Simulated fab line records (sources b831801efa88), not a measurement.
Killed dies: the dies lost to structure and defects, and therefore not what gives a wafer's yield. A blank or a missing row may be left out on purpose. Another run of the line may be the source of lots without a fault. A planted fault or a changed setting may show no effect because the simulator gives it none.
Matching of chambers :: flow gf180mcu :: GF_V2_ETCH_16 on rie-diel-03 has 4 sister chambers
The step etches BARC in N2/H2. 18 wafers are shown with their chamber, then 9 later ones without.

WAFERS PAIRED WITH THEIR CHAMBERS
wafer: L075.2
chamber: 0
drypump-motor-current-A (A): 6.7
rf-fwd-power-W (W): 494.9
throttle-valve-pct (%): 13.229

wafer: L075.3
chamber: 1
drypump-motor-current-A (A): 5.7
rf-fwd-power-W (W): 496.2
throttle-valve-pct (%): 13.228

wafer: L075.5
chamber: 2
drypump-motor-current-A (A): 6.5
rf-fwd-power-W (W): 492.4
throttle-valve-pct (%): 13.218

wafer: L076.2
chamber: 2
drypump-motor-current-A (A): 6.5
rf-fwd-power-W (W): 492.7
throttle-valve-pct (%): 13.230

wafer: L076.4
chamber: 3
drypump-motor-current-A (A): 6.6
rf-fwd-power-W (W): 494.0
throttle-valve-pct (%): 13.224

wafer: L076.5
chamber: 0
drypump-motor-current-A (A): 6.7
rf-fwd-power-W (W): 495.4
throttle-valve-pct (%): 13.228

wafer: L077.2
chamber: 0
drypump-motor-current-A (A): 6.6
rf-fwd-power-W (W): 495.7
throttle-valve-pct (%): 13.217

wafer: L077.4
chamber: 3
drypump-motor-current-A (A): 6.6
rf-fwd-power-W (W): 493.3
throttle-valve-pct (%): 13.229

wafer: L077.5
chamber: 2
drypump-motor-current-A (A): 6.5
rf-fwd-power-W (W): 489.4
throttle-valve-pct (%): 13.213

wafer: L087.2
chamber: 0
drypump-motor-current-A (A): 6.6
rf-fwd-power-W (W): 499.0
throttle-valve-pct (%): 13.226

wafer: L087.3
chamber: 3
drypump-motor-current-A (A): 6.6
rf-fwd-power-W (W): 491.8
throttle-valve-pct (%): 13.222

wafer: L087.4
chamber: 1
drypump-motor-current-A (A): 5.7
rf-fwd-power-W (W): 496.8
throttle-valve-pct (%): 13.230

wafer: L088.2
chamber: 2
drypump-motor-current-A (A): 6.5
rf-fwd-power-W (W): 491.1
throttle-valve-pct (%): 13.209

wafer: L088.4
chamber: 3
drypump-motor-current-A (A): 6.6
rf-fwd-power-W (W): 490.7
throttle-valve-pct (%): 13.222

wafer: L088.6
chamber: 3
drypump-motor-current-A (A): 6.6
rf-fwd-power-W (W): 491.2
throttle-valve-pct (%): 13.222

wafer: L090.1
chamber: 0
drypump-motor-current-A (A): 6.6
rf-fwd-power-W (W): 493.1
throttle-valve-pct (%): 13.219

wafer: L090.4
chamber: 3
drypump-motor-current-A (A): 6.6
rf-fwd-power-W (W): 492.0
throttle-valve-pct (%): 13.236

wafer: L090.6
chamber: 3
drypump-motor-current-A (A): 6.6
rf-fwd-power-W (W): 489.5
throttle-valve-pct (%): 13.234

SIGNATURES (means of the wafers above)
reading: drypump-motor-current-A
chamber 0: 6.640
chamber 1: 5.700
chamber 2: 6.500
chamber 3: 6.600
scatter within a chamber: 0.0293

reading: rf-fwd-power-W
chamber 0: 495.620
chamber 1: 496.500
chamber 2: 491.400
chamber 3: 491.786
scatter within a chamber: 1.68

reading: throttle-valve-pct
chamber 0: 13.22380
chamber 1: 13.22900
chamber 2: 13.21750
chamber 3: 13.22700
scatter within a chamber: 0.00648
Rule: for each reading, subtract the chamber's mean from the wafer's reading, divide by that reading's scatter and square the result; add these up over the readings and take the root, which gives the wafer's distance from the chamber. The wafer belongs to the nearest chamber; if the next one is less than 2 further off, it can't be placed. How the scatter is found: for the shown wafers, subtract from each reading the mean of its chamber, square and add these, divide the total by (wafers less chambers), then take the root.

WAFERS WITH NO CHAMBER GIVEN
wafer: L092.3
drypump-motor-current-A (A): 5.7
rf-fwd-power-W (W): 493.8
throttle-valve-pct (%): 13.206

wafer: L092.4
drypump-motor-current-A (A): 6.5
rf-fwd-power-W (W): 492.7
throttle-valve-pct (%): 13.232

wafer: L092.5
drypump-motor-current-A (A): 6.5
rf-fwd-power-W (W): 492.1
throttle-valve-pct (%): 13.244

wafer: L093.2
drypump-motor-current-A (A): 6.5
rf-fwd-power-W (W): 491.4
throttle-valve-pct (%): 13.223

wafer: L093.4
drypump-motor-current-A (A): 6.6
rf-fwd-power-W (W): 492.5
throttle-valve-pct (%): 13.226

wafer: L093.5
drypump-motor-current-A (A): 6.6
rf-fwd-power-W (W): 491.8
throttle-valve-pct (%): 13.227

wafer: L095.2
drypump-motor-current-A (A): 6.7
rf-fwd-power-W (W): 493.9
throttle-valve-pct (%): 13.225

wafer: L095.4
drypump-motor-current-A (A): 6.6
rf-fwd-power-W (W): 492.0
throttle-valve-pct (%): 13.227

wafer: L095.6
drypump-motor-current-A (A): 6.6
rf-fwd-power-W (W): 491.5
throttle-valve-pct (%): 13.225

WHICH CHAMBER EACH ONE RAN IN
wafer: L092.3
from the rows above: 1
in truth: 1

wafer: L092.4
from the rows above: can't be placed: 2 or 3
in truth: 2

wafer: L092.5
from the rows above: can't be placed: 2 or 3 or 0
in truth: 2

wafer: L093.2
from the rows above: 2
in truth: 2

wafer: L093.4
from the rows above: can't be placed: 3 or 0
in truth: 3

wafer: L093.5
from the rows above: 3
in truth: 3

wafer: L095.2
from the rows above: can't be placed: 0 or 3
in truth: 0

wafer: L095.4
from the rows above: 3
in truth: 3

wafer: L095.6
from the rows above: 3
in truth: 3
5 of 9 placed correctly. Cannot be placed on the basis of these rows: 4; the candidates contain the true chamber in 4. Number placed wrongly: 0.
